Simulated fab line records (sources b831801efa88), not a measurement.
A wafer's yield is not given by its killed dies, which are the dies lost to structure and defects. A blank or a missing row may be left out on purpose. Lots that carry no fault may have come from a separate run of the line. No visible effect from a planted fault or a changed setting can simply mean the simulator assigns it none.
fab line records	flow sky130	part 1 of 2: steps 1 to 27 of 40
[record] lots = 5	wafers = 15	last-day = 50
route steps=708 shown VIA2@524 METAL3@532 CAPM@537
lots untouched by any fault: they come from a run of this same line in which no faults occurred
start-h: hours from the record's opening day to when the first of the lot's shown wafers began	wait-h: how many hours have passed since the lot's step before this one	" unchanged from the row above	L1.1+2: several wafers, shown together as one row	- either no value or no given start	* or withheld: withheld	< > ~ a bound
route shown NAME@n: names a module that has steps shown in the file, with the first one's number in the route	usual: average and standard deviation across the fault-free wafers	same: alike in all rows	chamber/n: place in a boat	sites: per-site readings	_std_site: standard deviation of those values	_edge_site: the outer-site mean with the inner-site mean subtracted	radius-mm: for every site, how far away it sits from the centre of the wafer	mask NAME#n: copy n	behind: the most recent tool/chamber to have shaped the wafer	hold: why the lot went on hold/how many hours it stayed there/how the hold came to an end	device: the transistor (n, p or np) that didn't switch	end of line: the same wafers' tests at the end of the route	step lacking rows: just its recipe	killed: count of dies lost to structure and defects at first sort (not the wafer's yield)	map: shows each die of a wafer: x if killed, . if not, _ if none is there
set.NAME: the setting as run; set.NAME@STEP: as run at that earlier step	model.NAME: the simulator's own value behind a step, which no gauge read
certain route steps with their lots: each step a table, each wafer a row
services: the hour from which a tool's chamber was out of use, counted from the record's first day as start-h (under 0 if before that day), plus the number of hours and why
[[steps]]
[step SKY_VIA2_STRIP_17]
[recipe] chemistry = post-etch-residue-remover	time-s = 1200	temp-c = 72.5
[usual] bath-heat-duty-pct = 14.8/1.4
lot.wafer	tool	chamber	start-h	wait-h	bath-heat-duty-pct
L081.4	wet-bench-04	2	913.20	0.0	15.4
L081.5	"	2	"	"	15.9
L081.6	"	2	"	"	14.9
L087.1	wet-bench-01	3	941.37	0.1	16.5
L087.3	"	3	"	"	15.0
L087.5	"	3	"	"	16.7
L088.1	wet-bench-03	2	955.10	0.1	13.9
L088.5	"	2	"	"	13.4
L088.6	"	2	"	"	15.2
L091.1	wet-bench-03	0	973.57	0.1	16.1
L091.4	"	0	"	"	13.9
L091.5	"	0	"	"	13.9
L095.1	wet-bench-03	0	997.23	0.1	14.0
L095.3	"	0	"	"	14.4
L095.6	"	0	"	"	13.8
[step SKY_VIA2_CLEAN_18]
[recipe] chemistry = IPA	time-s = 180	temp-c = 25
[usual] bath-heat-duty-pct = 6.4/0.66
lot.wafer	tool	chamber	start-h	wait-h	bath-heat-duty-pct
L081.4	wet-bench-03	2	913.57	0.0	5.4
L081.5	"	2	"	"	6.7
L081.6	"	2	"	"	6.3
L087.1	wet-bench-03	3	941.71	0.0	6.4
L087.3	"	3	"	"	6.2
L087.5	"	3	"	"	5.5
L088.1	wet-bench-04	0	955.47	0.0	5.6
L088.5	"	0	"	"	5.7
L088.6	"	0	"	"	6.4
L091.1	wet-bench-01	3	973.91	0.0	6.5
L091.4	"	3	"	"	6.3
L091.5	"	3	"	"	7.0
L095.1	wet-bench-01	1	997.60	0.0	7.1
L095.3	"	1	"	"	7.6
L095.6	"	1	"	"	7.0
[step SKY_VIA2_CLEAN_19]
[recipe] chemistry = O3/DIW	dry = n2-spin
lot.wafer	tool	chamber	start-h	wait-h
L081.4+5+6	wet-bench-04	0	913.63	0.0
L087.1+3+5	wet-bench-01	3	941.78	0.0
L088.1+5+6	wet-bench-01	0	955.53	0.0
L091.1+4+5	wet-bench-03	2	973.97	0.0
L095.1+3+6	wet-bench-03	0	997.66	0.0
[step SKY_VIA2_SPUTTER_20]
[recipe] material = TiN	target-thk-nm = 20	chamber-pressure-pa = 5	power-w = 4000	time-s = 80
[usual] throttle-valve-pct = 29.8/1.6
lot.wafer	tool	chamber	start-h	wait-h	throttle-valve-pct
L081.4	pvd-sputter-03	-	913.73	0.0	29.3
L081.5	"	-	"	"	29.2
L081.6	"	-	"	"	29.6
L087.1	pvd-sputter-03	-	941.87	0.0	31.3
L087.3	"	-	"	"	29.5
L087.5	"	-	"	"	30.9
L088.1	pvd-sputter-04	-	955.62	0.0	30.4
L088.5	"	-	"	"	27.0
L088.6	"	-	"	"	32.1
L091.1	pvd-sputter-04	-	974.06	0.0	32.1
L091.4	"	-	"	"	30.9
L091.5	"	-	"	"	32.0
L095.1	pvd-sputter-02	-	997.76	0.0	30.4
L095.3	"	-	"	"	27.9
L095.6	"	-	"	"	31.4
[step SKY_VIA2_CVD_21]
[recipe] material = W	target-thk-nm = 420	time-s = 126.4	temp-c = 400	pressure-torr = 40
[usual] heater-power-w = 915/110
lot.wafer	tool	chamber	start-h	wait-h	heater-power-w
L081.4	cvd-w-02	0	913.84	0.1	820
L081.5	"	1	"	"	1038
L081.6	"	0	"	"	846
L087.1	cvd-w-01	0	941.93	0.0	731
L087.3	"	1	"	"	1016
L087.5	"	0	"	"	743
L088.1	cvd-w-02	1	955.68	0.0	1002
L088.5	"	0	"	"	859
L088.6	"	1	"	"	1009
L091.1	cvd-w-01	1	974.12	0.0	984
L091.4	"	1	"	"	1002
L091.5	"	1	"	"	974
L095.1	cvd-w-02	1	997.82	0.0	1031
L095.3	"	1	"	"	1009
L095.6	"	0	"	"	874
[step SKY_VIA2_RS_MEAS_22]
[recipe] thk-meas-gauge = four-point-probe	reads = W_of_VIA2_CVD_21+TiN_of_VIA2_SPUTTER_20
[usual] VIA2_W_RS = 0.271/0.0053
lot.wafer	tool	chamber	start-h	wait-h	VIA2_W_RS[ohm/sq]
L081.4	film-metro-02	-	913.98	0.1	0.279
L081.5	"	-	"	"	0.274
L081.6	"	-	"	"	0.280
L087.1	film-metro-04	-	942.06	0.1	0.273
L087.3	"	-	"	"	0.261
L087.5	"	-	"	"	0.276
L088.1	film-metro-02	-	955.81	0.1	0.273
L088.5	"	-	"	"	0.275
L088.6	"	-	"	"	0.276
L091.1	film-metro-01	-	974.25	0.1	0.263
L091.4	"	-	"	"	0.265
L091.5	"	-	"	"	0.262
L095.1	film-metro-01	-	997.95	0.1	0.270
L095.3	"	-	"	"	0.271
L095.6	"	-	"	"	0.277
[step SKY_VIA2_THK_MEAS_23]
[recipe] thk-meas-gauge = xrf	reads = W_of_VIA2_CVD_21
[usual] VIA2_W_THK = 426/9
lot.wafer	tool	chamber	start-h	wait-h	VIA2_W_THK[nm]
L081.4	film-metro-02	-	914.07	0.1	415
L081.5	"	-	"	"	420
L081.6	"	-	"	"	412
L087.1	film-metro-04	-	942.18	0.1	428
L087.3	"	-	"	"	447
L087.5	"	-	"	"	419
L088.1	film-metro-02	-	955.93	0.1	420
L088.5	"	-	"	"	419
L088.6	"	-	"	"	419
L091.1	film-metro-01	-	974.37	0.1	434
L091.4	"	-	"	"	434
L091.5	"	-	"	"	438
L095.1	film-metro-01	-	998.07	0.1	429
L095.3	"	-	"	"	432
L095.6	"	-	"	"	418
[step SKY_VIA2_CMP_24]
[recipe] stop-on = SiO2	t-overpolish-s = 20	down-force-psi = 3.5	platen-rpm = 60	target-thk-nm = 0	pad-velocity-m-s = 0.94248
[usual] motor-current-A = 11.6/1.9	overpolish-run-s = 20.000/0.0092	time-to-endpoint-s = 100/5.5
lot.wafer	tool	chamber	start-h	wait-h	motor-current-A	overpolish-run-s	time-to-endpoint-s
L081.4	cmp-02	1	914.20	0.1	12.2	20.023	91
L081.6	"	3	"	"	13.2	20.004	96
L081.5	"	0	"	"	11.4	20.019	96
L087.1	cmp-02	1	942.56	0.4	12.9	20.005	96
L087.3	"	3	"	"	12.9	19.995	100
L087.5	"	2	"	"	9.9	19.989	100
L088.1	cmp-02	2	956.09	0.1	10.3	19.999	100
L088.5	"	0	"	"	11.2	19.988	94
L088.6	"	1	"	"	13.2	20.005	92
L091.1	cmp-01	0	974.48	0.1	9.4	19.993	105
L091.4	"	1	"	"	10.2	20.007	100
L091.5	"	3	"	"	11.2	19.993	109
L095.1	cmp-01	2	998.18	0.1	15.7	20.003	101
L095.3	"	3	"	"	11.0	19.997	105
L095.6	"	1	"	"	9.8	20.015	94
[step SKY_METAL3_SPUTTER_00]
[recipe] material = Ti	target-thk-nm = 15	power-w = 3000	time-s = 10	chamber-pressure-pa = 0.4
[usual] throttle-valve-pct = 29.8/1.1
lot.wafer	tool	chamber	start-h	wait-h	throttle-valve-pct
L081.4	pvd-sputter-04	-	914.40	0.1	30.3
L081.5	"	-	"	"	30.4
L081.6	"	-	"	"	30.4
L087.1	pvd-sputter-01	-	942.86	0.2	30.8
L087.3	"	-	"	"	29.4
L087.5	"	-	"	"	29.5
L088.1	pvd-sputter-01	-	956.29	0.1	28.5
L088.5	"	-	"	"	30.8
L088.6	"	-	"	"	28.7
L091.1	pvd-sputter-03	-	974.73	0.2	29.4
L091.4	"	-	"	"	29.0
L091.5	"	-	"	"	29.1
L095.1	pvd-sputter-04	-	998.43	0.2	30.7
L095.3	"	-	"	"	32.0
L095.6	"	-	"	"	32.4
[step SKY_METAL3_SPUTTER_01]
[recipe] material = TiN	target-thk-nm = 20	power-w = 6500	time-s = 16.7	chamber-pressure-pa = 0.4
[usual] throttle-valve-pct = 29.8/1.1
lot.wafer	tool	chamber	start-h	wait-h	throttle-valve-pct
L081.4	pvd-sputter-04	-	914.43	0.0	30.3
L081.5	"	-	"	"	30.4
L081.6	"	-	"	"	30.5
L087.1	pvd-sputter-01	-	942.88	0.0	30.7
L087.3	"	-	"	"	29.2
L087.5	"	-	"	"	29.4
L088.1	pvd-sputter-01	-	956.31	0.0	28.5
L088.5	"	-	"	"	30.9
L088.6	"	-	"	"	28.4
L091.1	pvd-sputter-03	-	974.76	0.0	29.1
L091.4	"	-	"	"	29.4
L091.5	"	-	"	"	29.4
L095.1	pvd-sputter-04	-	998.46	0.0	30.8
L095.3	"	-	"	"	32.0
L095.6	"	-	"	"	32.1
[step SKY_METAL3_SPUTTER_02]
[recipe] material = AlCu	target-thk-nm = 735	power-w = 10600	time-s = 39.1	chamber-pressure-pa = 0.4
[usual] throttle-valve-pct = 29.8/1.1
lot.wafer	tool	chamber	start-h	wait-h	throttle-valve-pct
L081.4	pvd-sputter-04	-	914.45	0.0	30.2
L081.5	"	-	"	"	30.4
L081.6	"	-	"	"	30.5
L087.1	pvd-sputter-01	-	942.91	0.0	31.0
L087.3	"	-	"	"	29.5
L087.5	"	-	"	"	29.5
L088.1	pvd-sputter-01	-	956.34	0.0	28.6
L088.5	"	-	"	"	30.9
L088.6	"	-	"	"	28.5
L091.1	pvd-sputter-03	-	974.78	0.0	29.2
L091.4	"	-	"	"	29.1
L091.5	"	-	"	"	29.2
L095.1	pvd-sputter-04	-	998.48	0.0	30.6
L095.3	"	-	"	"	32.0
L095.6	"	-	"	"	32.0
[step SKY_METAL3_SPUTTER_03]
[recipe] material = Ti	target-thk-nm = 5	power-w = 3000	time-s = 3.3	chamber-pressure-pa = 0.4
[usual] throttle-valve-pct = 29.8/1
lot.wafer	tool	chamber	start-h	wait-h	throttle-valve-pct
L081.4	pvd-sputter-04	-	914.49	0.0	30.4
L081.5	"	-	"	"	30.3
L081.6	"	-	"	"	30.4
L087.1	pvd-sputter-01	-	942.95	0.0	30.8
L087.3	"	-	"	"	29.6
L087.5	"	-	"	"	29.3
L088.1	pvd-sputter-01	-	956.38	0.0	28.5
L088.5	"	-	"	"	30.8
L088.6	"	-	"	"	28.5
L091.1	pvd-sputter-03	-	974.82	0.0	29.3
L091.4	"	-	"	"	29.1
L091.5	"	-	"	"	29.5
L095.1	pvd-sputter-04	-	998.52	0.0	30.6
L095.3	"	-	"	"	32.1
L095.6	"	-	"	"	32.1
[step SKY_METAL3_SPUTTER_04]
[recipe] material = TiN	target-thk-nm = 70	power-w = 6500	time-s = 58.3	chamber-pressure-pa = 0.4
[usual] throttle-valve-pct = 29.9/1.1
lot.wafer	tool	chamber	start-h	wait-h	throttle-valve-pct
L081.4	pvd-sputter-04	-	914.51	0.0	30.2
L081.5	"	-	"	"	30.3
L081.6	"	-	"	"	30.6
L087.1	pvd-sputter-01	-	942.97	0.0	30.7
L087.3	"	-	"	"	29.2
L087.5	"	-	"	"	29.6
L088.1	pvd-sputter-01	-	956.40	0.0	28.8
L088.5	"	-	"	"	30.7
L088.6	"	-	"	"	28.6
L091.1	pvd-sputter-03	-	974.84	0.0	29.3
L091.4	"	-	"	"	29.2
L091.5	"	-	"	"	29.4
L095.1	pvd-sputter-04	-	998.54	0.0	30.8
L095.3	"	-	"	"	31.9
L095.6	"	-	"	"	32.2
[step SKY_CAPM_CVD_00]
[recipe] material = SiO2	target-thk-nm = 15.5	temp-c = 400	time-s = withheld	rf-w = 450
[usual] heater-power-w = 722/110
lot.wafer	tool	chamber	start-h	wait-h	heater-power-w
L081.4	pecvd-02	2	914.57	0.0	658
L081.5	"	1	"	"	574
L081.6	"	0	"	"	768
L087.1	pecvd-02	2	943.01	0.0	634
L087.3	"	0	"	"	729
L087.5	"	0	"	"	722
L088.1	pecvd-03	1	956.44	0.0	712
L088.5	"	1	"	"	731
L088.6	"	0	"	"	785
L091.1	pecvd-01	2	974.89	0.0	752
L091.4	"	0	"	"	916
L091.5	"	1	"	"	665
L095.1	pecvd-02	0	998.59	0.0	762
L095.3	"	1	"	"	644
L095.6	"	0	"	"	761
[step SKY_CAPM_THK_MEAS_01]
[recipe] reads = SiO2_of_CAPM_CVD_00
[usual] CAPM_CVD_00_THK = 15.45/0.23
lot.wafer	tool	chamber	start-h	wait-h	CAPM_CVD_00_THK[nm]
L081.4	film-metro-04	-	914.61	-	15.75
L081.5	"	-	"	"	15.64
L081.6	"	-	"	"	15.30
L087.1	film-metro-03	-	943.04	-	15.21
L087.3	"	-	"	"	15.25
L087.5	"	-	"	"	15.60
L088.1	film-metro-04	-	956.47	-	15.23
L088.5	"	-	"	"	15.63
L088.6	"	-	"	"	15.78
L091.1	film-metro-04	-	974.91	-	15.39
L091.4	"	-	"	"	15.71
L091.5	"	-	"	"	15.44
L095.1	film-metro-02	-	998.61	-	15.45
L095.3	"	-	"	"	15.35
L095.6	"	-	"	"	15.69
[step SKY_CAPM_SPUTTER_02]
[recipe] material = TiN	target-thk-nm = 200	temp-c = 300	power-w = 6500	time-s = 166.7	chamber-pressure-pa = 0.4
[usual] throttle-valve-pct = 29.9/1.4
lot.wafer	tool	chamber	start-h	wait-h	throttle-valve-pct
L081.4	pvd-sputter-02	-	914.64	0.0	30.1
L081.5	"	-	"	"	29.9
L081.6	"	-	"	"	27.9
L087.1	pvd-sputter-02	-	943.10	0.1	30.0
L087.3	"	-	"	"	30.2
L087.5	"	-	"	"	31.4
L088.1	pvd-sputter-04	-	956.53	0.1	32.0
L088.5	"	-	"	"	30.8
L088.6	"	-	"	"	26.8
L091.1	pvd-sputter-01	-	974.97	0.1	28.6
L091.4	"	-	"	"	29.5
L091.5	"	-	"	"	30.7
L095.1	pvd-sputter-01	-	998.67	0.1	28.7
L095.3	"	-	"	"	30.8
L095.6	"	-	"	"	30.7
[step SKY_CAPM_RS_MEAS_03]
[recipe] thk-meas-gauge = four-point-probe	reads = TiN_of_CAPM_SPUTTER_02
[usual] CAPM_TIN_RS = 6.92/0.084
lot.wafer	tool	chamber	start-h	wait-h	CAPM_TIN_RS[ohm/sq]
L081.4	film-metro-03	-	914.81	0.1	6.83
L081.5	"	-	"	"	6.86
L081.6	"	-	"	"	6.83
L087.1	film-metro-02	-	943.21	0.1	6.93
L087.3	"	-	"	"	6.93
L087.5	"	-	"	"	6.81
L088.1	film-metro-02	-	956.64	0.1	6.92
L088.5	"	-	"	"	6.97
L088.6	"	-	"	"	6.92
L091.1	film-metro-02	-	975.08	0.1	6.98
L091.4	"	-	"	"	6.73
L091.5	"	-	"	"	6.78
L095.1	film-metro-04	-	998.78	0.1	6.99
L095.3	"	-	"	"	6.87
L095.6	"	-	"	"	6.86
[step SKY_CAPM_THK_MEAS_04]
[recipe] thk-meas-gauge = xrf	reads = TiN_of_CAPM_SPUTTER_02
[usual] CAPM_TIN_THK = 202.7/2.7
lot.wafer	tool	chamber	start-h	wait-h	CAPM_TIN_THK[nm]
L081.4	film-metro-03	-	914.90	0.1	206.3
L081.5	"	-	"	"	205.8
L081.6	"	-	"	"	207.0
L087.1	film-metro-02	-	943.33	0.1	203.2
L087.3	"	-	"	"	203.7
L087.5	"	-	"	"	205.7
L088.1	film-metro-02	-	956.76	0.1	203.5
L088.5	"	-	"	"	202.0
L088.6	"	-	"	"	203.3
L091.1	film-metro-02	-	975.20	0.1	202.2
L091.4	"	-	"	"	208.9
L091.5	"	-	"	"	207.2
L095.1	film-metro-04	-	998.90	0.1	199.6
L095.3	"	-	"	"	203.8
L095.6	"	-	"	"	202.9
[step SKY_CAPM_DEHYDRATE_05]
[recipe] temp-c = 200	time-s = 60
[usual] heater-power-total-W = 160.38/0.12	plate-temp-C = 199.98/0.16
lot.wafer	tool	chamber	start-h	wait-h	heater-power-total-W	plate-temp-C
L081.4	litho-track-01	0	926.16	11.3	160.40	199.93
L081.5	"	0	"	"	160.59	200.19
L081.6	"	0	"	"	160.45	199.84
L087.1	litho-track-03	0	954.85	11.5	160.32	200.06
L087.3	"	0	"	"	160.54	200.05
L087.5	"	0	"	"	160.52	199.92
L088.1	litho-track-03	0	967.45	10.7	160.45	199.80
L088.5	"	0	"	"	160.40	199.75
L088.6	"	0	"	"	160.54	199.64
L091.1	litho-track-03	0	987.00	11.8	160.37	199.69
L091.4	"	0	"	"	160.23	199.85
L091.5	"	0	"	"	160.34	199.66
L095.1	litho-track-01	0	1010.24	11.3	160.47	200.21
L095.3	"	0	"	"	160.13	200.05
L095.6	"	0	"	"	160.55	200.03
[step SKY_CAPM_HMDS_06]
[recipe] prime-time-s = 60	prime-temp-c = 120
lot.wafer	tool	chamber	start-h	wait-h
L081.4+5+6	litho-track-01	0	926.31	0.1
L087.1+3+5	litho-track-03	0	955.00	0.1
L088.1+5+6	litho-track-03	0	967.60	0.1
L091.1+4+5	litho-track-03	0	987.15	0.1
L095.1+3+6	litho-track-01	0	1010.39	0.1
[step SKY_CAPM_COAT_07]
[recipe] resist = NOVOLAK	spin-rpm = 3000	resist-thk-nm = 1140
lot.wafer	tool	chamber	start-h	wait-h
L081.4+5+6	litho-track-01	0	926.46	0.1
L087.1+3+5	litho-track-03	0	955.15	0.1
L088.1+5+6	litho-track-03	0	967.75	0.1
L091.1+4+5	litho-track-03	0	987.30	0.1
L095.1+3+6	litho-track-01	0	1010.54	0.1
[step SKY_CAPM_SOFTBAKE_08]
[recipe] temp-c = 90	time-s = 60	resist = NOVOLAK
[usual] heater-power-total-W = 56.59/0.045	plate-temp-C = 90.00/0.13
lot.wafer	tool	chamber	start-h	wait-h	heater-power-total-W	plate-temp-C
L081.4	litho-track-01	0	926.61	0.1	56.61	89.96
L081.5	"	0	"	"	56.51	89.92
L081.6	"	0	"	"	56.65	89.87
L087.1	litho-track-03	0	955.30	0.1	56.60	89.83
L087.3	"	0	"	"	56.43	89.80
L087.5	"	0	"	"	56.58	89.95
L088.1	litho-track-03	0	967.90	0.1	56.54	90.02
L088.5	"	0	"	"	56.68	90.03
L088.6	"	0	"	"	56.56	90.01
L091.1	litho-track-03	0	987.45	0.1	56.60	90.10
L091.4	"	0	"	"	56.53	90.21
L091.5	"	0	"	"	56.61	89.90
L095.1	litho-track-01	0	1010.69	0.1	56.61	89.98
L095.3	"	0	"	"	56.66	90.28
L095.6	"	0	"	"	56.55	90.48
[step SKY_CAPM_EXPOSE_09]
[recipe] mask-id = CAPM	na = 0.6	source-shape = conventional	sigma-outer = 0.6	polarization = unpolarized	target-cd-nm = 1000	dose-mj = 159
lot.wafer	tool	chamber	start-h	wait-h	mask
L081.4+5+6	iline-stepper-02	0	-	-	CAPM#0
L087.1+3+5	iline-stepper-02	0	-	-	CAPM#0
L088.1+5+6	iline-stepper-02	0	-	-	CAPM#0
L091.1+4+5	iline-stepper-02	0	-	-	CAPM#0
L095.1+3+6	iline-stepper-02	0	-	-	CAPM#0
[step SKY_CAPM_PEB_10]
[recipe] temp-c = withheld	time-s = *	resist = NOVOLAK
lot.wafer	tool	chamber	start-h	wait-h
L081.4+5+6	litho-track-03	0	-	-
L087.1+3+5	litho-track-01	0	-	-
L088.1+5+6	litho-track-01	0	-	-
L091.1+4+5	litho-track-04	0	-	-
L095.1+3+6	litho-track-03	0	-	-
[step SKY_CAPM_DEVELOP_11]
[recipe] resist = NOVOLAK	developer = TMAH	develop-time-s = 60	dev-temp-c = 23
lot.wafer	tool	chamber	start-h	wait-h
L081.4+5+6	litho-track-03	0	938.52	0.1
L087.1+3+5	litho-track-01	0	966.49	0.1
L088.1+5+6	litho-track-01	0	980.09	0.1
L091.1+4+5	litho-track-04	0	998.61	0.1
L095.1+3+6	litho-track-03	0	1021.55	0.1
[step SKY_CAPM_OVL_MEAS_12]
[usual] CAPM_OVL = -0.3/1.4
lot.wafer	tool	chamber	start-h	wait-h	CAPM_OVL[nm]
L081.4	overlay-01	-	938.62	0.1	0.2
L081.5	"	-	"	"	0.1
L081.6	"	-	"	"	1.3
L087.1	overlay-01	-	966.64	0.1	-0.3
L087.3	"	-	"	"	-0.6
L087.5	"	-	"	"	-1.6
L088.1	overlay-02	-	980.24	0.1	3.6
L088.5	"	-	"	"	-0.1
L088.6	"	-	"	"	0.4
L091.1	overlay-02	-	998.76	0.1	-0.2
L091.4	"	-	"	"	-1.1
L091.5	"	-	"	"	-0.9
L095.1	overlay-01	-	1021.70	0.1	2.0
L095.3	"	-	"	"	0.8
L095.6	"	-	"	"	-1.4
[step SKY_CAPM_METAL_ETCH_13]
[recipe] target-depth-nm = 220	stop-on = SiO2	chemistry = Cl2/BCl3	target = TiN	pressure-mtorr = 10	icp-w = 900	bias-w = 48.5	Cl2_flow_sccm = 60	bcl3-flow-sccm = 30	time-s = 62.9
[usual] drypump-motor-current-A = 6.2/0.57	oes-product-au = 0.940/0.0082	throttle-valve-pct = 21.902/0.0093
lot.wafer	tool	chamber	start-h	wait-h	drypump-motor-current-A	oes-product-au	rf-hours-counter-h	throttle-valve-pct
L081.4	rie-metal-02	1	938.66	0.0	6.4	0.947	-	21.889
L081.5	"	0	"	"	6.8	0.943	-	21.910
L081.6	"	1	"	"	6.4	0.947	-	21.902
L087.1	rie-metal-03	1	966.68	0.0	5.8	0.939	1	21.909
L087.3	"	1	"	"	5.8	0.939	-	21.900
L087.5	"	1	"	"	5.8	0.949	-	21.904
L088.1	rie-metal-03	1	980.28	0.0	5.8	0.933	1	21.890
L088.5	"	0	"	"	6.1	0.941	-	21.898
L088.6	"	1	"	"	5.8	0.940	-	21.918
L091.1	rie-metal-02	0	998.80	0.0	6.8	0.932	8	21.923
L091.4	"	1	"	"	6.4	0.959	-	21.892
L091.5	"	0	"	"	6.8	0.953	-	21.896
L095.1	rie-metal-04	0	1021.74	0.0	6.3	0.931	18	21.910
L095.3	"	0	"	"	6.3	0.942	-	21.885
L095.6	"	1	"	"	5.0	0.949	-	21.898
